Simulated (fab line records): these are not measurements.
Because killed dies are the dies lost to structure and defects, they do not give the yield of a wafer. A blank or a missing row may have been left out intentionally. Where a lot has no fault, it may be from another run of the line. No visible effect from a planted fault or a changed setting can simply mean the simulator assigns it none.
What tool caused it? | flow sky130 | Sampling: 12 lots, 36 wafers, 3 of 708 route steps

== WHAT EACH GAUGE READ, for each wafer ==
SKY_VT_ADJUST_NCORE_OVL_MEAS_08.
lot  | measured     | on         | VT_ADJUST_NCORE_OVL (nm)
L292 | day 9 07:06  | overlay-01 | -1.3 0.3 0.0
L294 | day 9 17:15  | overlay-02 | 0.4 -1.8 -2.1
L296 | day 10 13:53 | overlay-01 | 0.2 -0.6 -0.1
L298 | day 10 23:32 | overlay-02 | 0.0 -0.8 -0.5
L299 | day 11 06:32 | overlay-01 | -0.6 -1.8 -2.2
L300 | day 11 14:52 | overlay-01 | 0.8 0.7 -1.0
L301 | day 11 19:26 | overlay-02 | 0.3 1.2 2.8
L302 | day 12 02:34 | overlay-01 | -2.5 -1.1 -2.4
L306 | day 13 09:56 | overlay-02 | 0.0 -1.3 0.1
L307 | day 13 15:39 | overlay-01 | -1.2 -1.7 -0.5
L308 | day 14 00:55 | overlay-01 | -1.2 0.2 0.5
L313 | day 15 14:52 | overlay-01 | -0.1 0.4 0.5

SKY_LDD_HVN_TW_MEAS_10.
lot  | measured     | on            | LDD_HVN_TW
L292 | day 21 01:13 | film metro-03 | 1455 1453 1446
L294 | day 21 15:59 | film metro-03 | 1453 1439 1447
L296 | day 22 23:39 | film metro-03 | 1449 1443 1446
L298 | day 23 08:53 | film metro-02 | 1430 1435 1436
L299 | day 24 14:52 | film metro-02 | 1436 1440 1431
L300 | day 24 15:11 | film metro-03 | 1456 1446 1450
L301 | day 25 10:29 | film metro-04 | 1416 1416 1429
L302 | day 25 12:03 | film metro-03 | 1438 1432 1440
L306 | day 26 05:43 | film metro-03 | 1162 1162 1157
L307 | day 27 03:04 | film metro-04 | 1154 1158 1146
L308 | day 27 00:22 | film metro-04 | 1444 1434 1438
L313 | day 28 18:37 | film metro-02 | 1437 1428 1436

== EACH LOT AND THE TOOL THAT RAN IT (in order: tool; ch and the chambers of the sampled wafers; start) ==
lot  | SKY_LDD_HVN_IMPLANT_08
L292 | implanter-04 ch 0, day 21 00:59
L294 | implanter-02 ch 0, day 21 15:44
L296 | implanter-04 ch 0, day 22 23:25
L298 | implanter-01 ch 0, day 23 08:40
L299 | implanter-01 ch 0, day 24 14:37
L300 | implanter-01 ch 0, day 24 14:56
L301 | implanter-04 ch 0, day 25 10:14
L302 | implanter-04 ch 0, day 25 11:50
L306 | implanter-04 ch 0, day 26 05:28
L307 | implanter-04 ch 0, day 27 02:49
L308 | implanter-01 ch 0, day 27 00:08
L313 | implanter-02 ch 0, day 28 18:23
- SKY_LDD_HVN_IMPLANT_08

== AS READ BY THE TOOLS THEMSELVES (means over the sampled wafers that have a number; for cases with no such wafer, the mark the record gives instead) ==
SKY_LDD_HVN_IMPLANT_08.
lot  | tool         | dose ions cm2 | faraday current uA
L292 | implanter-04 | 3e+13         | 166
L294 | implanter-02 | 3e+13         | 170
L296 | implanter-04 | 3e+13         | 170
L298 | implanter-01 | 3e+13         | 169
L299 | implanter-01 | 3e+13         | 171
L300 | implanter-01 | 3e+13         | 171
L301 | implanter-04 | 3e+13         | 172
L302 | implanter-04 | 3e+13         | 169
L306 | implanter-04 | 1e+13         | 83
L307 | implanter-04 | 1e+13         | 84
L308 | implanter-01 | 3e+13         | 170
L313 | implanter-02 | 3e+13         | 169

== THE ANSWER, worked out from the rows above alone ==
Rule: usual is defined by the lots themselves. Put in order of their means at a reading, lots are off if they are a third of the lots or fewer, leave a main group of 4 or more, and stand apart from it by a gap of 3 or more times the standard deviation of the main group's means; of several such gaps the widest counts. A main group whose means are all the same, to the digits that the tables above print for the reading, isn't used. A lot without any number at a reading at which 4 lots or more have one is off too. Any other lot the step has rows for is counted as sound. First the gauges in route order, then the tools' own readings, where a lot's mean is used as printed above. At the first step where some lot is off, the reading lying furthest off is the one used; lots without a number count as furthest.
Off: L306, L307, at SKY_LDD_HVN_TW_MEAS_10 (LDD_HVN_TW). Mean 1439 and standard deviation 9 in the main group.
A tool fits if, at a process step before that reading, it ran every lot that is off, and no sound lot after the first of them. The gauges at SKY_LDD_HVN_TW_MEAS_10 aren't tried: what is off there is off at SKY_LDD_HVN_IMPLANT_08 too, on other tools, and a gauge's error can't cause that. One fits: implanter-04 at SKY_LDD_HVN_IMPLANT_08. Its last sound lot is L302 (day 25 11:50), its first lot that is off L306 (day 26 05:28): a fault that began between those two fits.
The tool's own readings at SKY_LDD_HVN_IMPLANT_08 bear it out: on the lots that are off they differ by more than 5 times the standard deviation of the sound lots' means. dose ions cm2 reads 1e+13 there against 3e+13 on the sound lots; faraday current uA reads 84 there against 170 on the sound lots.

== WHAT THE SIMULATOR HAD INSERTED ==
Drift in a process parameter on implanter-04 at SKY_LDD_HVN_IMPLANT_08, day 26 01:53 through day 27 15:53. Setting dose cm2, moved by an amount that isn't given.
Shown lots that were struck: L306, L307. The rule given above showed the same thing.
